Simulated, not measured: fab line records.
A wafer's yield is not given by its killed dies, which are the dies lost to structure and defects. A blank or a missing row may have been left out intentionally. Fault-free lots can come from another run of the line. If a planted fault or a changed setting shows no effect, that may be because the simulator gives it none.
A single fault, viewed from 2 desks	flow sky130	numbers are kept per desk, each desk with only its own; the story behind them comes last

THE TOOL OWNER'S DESK: plasmaAsher-02
The tool's own readings at SKY_LDD_HVN_STRIP_09 (strips in O2/N2): means of the sampled wafers that have a number, for each lot that ran on this tool. If a lot's mean is further than 4 standard deviations from the usual mean, the lot is out of limits and carries the mark OUT (the distance appears in the brackets).
Columns: A = drypumpMotorCurrentA at SKY_LDD_HVN_STRIP_09, usual 6.1 A; B = o2FlowSccm at SKY_LDD_HVN_STRIP_09, usual 3000 sccm; C = oesProductAu at SKY_LDD_HVN_STRIP_09, usual 0.408 a.u.; D = stripTimeToEndpointS at SKY_LDD_HVN_STRIP_09, usual 4.130 s
lot	first seen here	A	B	C	D
L693	day 21 21:08	6.3	3006	0.404	4.110
L697	day 21 22:05	6.6	2997	0.409	4.114
L698	day 23 00:56	6.6	3000	0.409	4.131
L699	day 23 03:02	6.3	2993	0.406	4.141
L706	day 25 05:17	6.6	3005	0.408	4.135
L708	day 26 10:44	6.6	3007	0.406	4.127
L709	day 26 11:44	6.1	2996	0.407	4.136
This desk's finding: nothing out of limits on any of the 7 lots.

AT THE METROLOGY DESK
Means of the sampled wafers that have a number, per lot and without regard to the tool the lot ran on: this is what the gauges read. If a lot's mean is further than 4 standard deviations from the usual mean, the lot is out of limits and carries the mark OUT (the distance appears in the brackets).
Columns: A = METAL4_OVL at SKY_METAL4_OVL_MEAS_14, usual 2 nm; B = VIA4_W_RS at SKY_VIA4_RS_MEAS_19, usual 0.2256 ohm/sq
lot	first seen here	A	B
L693	day 42 23:43	1	0.2262
L696	day 43 01:55	-2	0.2255
L697	day 43 02:52	3	0.2254
L698	day 43 18:16	7	0.2256
L699	day 43 21:34	-1	0.2237
L701	day 44 03:55	-4	0.2251
L706	day 45 07:34	5	0.2281
L707	day 45 13:11	-2	0.2274
L708	day 46 05:04	5	0.2260
L709	day 46 08:55	0	0.2268
L710	day 47 03:25	4	0.2260
L712	day 47 04:34	1	0.2283
L714	day 47 08:58	2	0.2259
This desk's finding: nothing out of limits on any of the 13 lots.

TAKEN TOGETHER
Nothing out of limits was seen by the tool owner's desk.
The metrology desk saw nothing out of limits.

WHAT THE SIMULATOR HAD PUT IN
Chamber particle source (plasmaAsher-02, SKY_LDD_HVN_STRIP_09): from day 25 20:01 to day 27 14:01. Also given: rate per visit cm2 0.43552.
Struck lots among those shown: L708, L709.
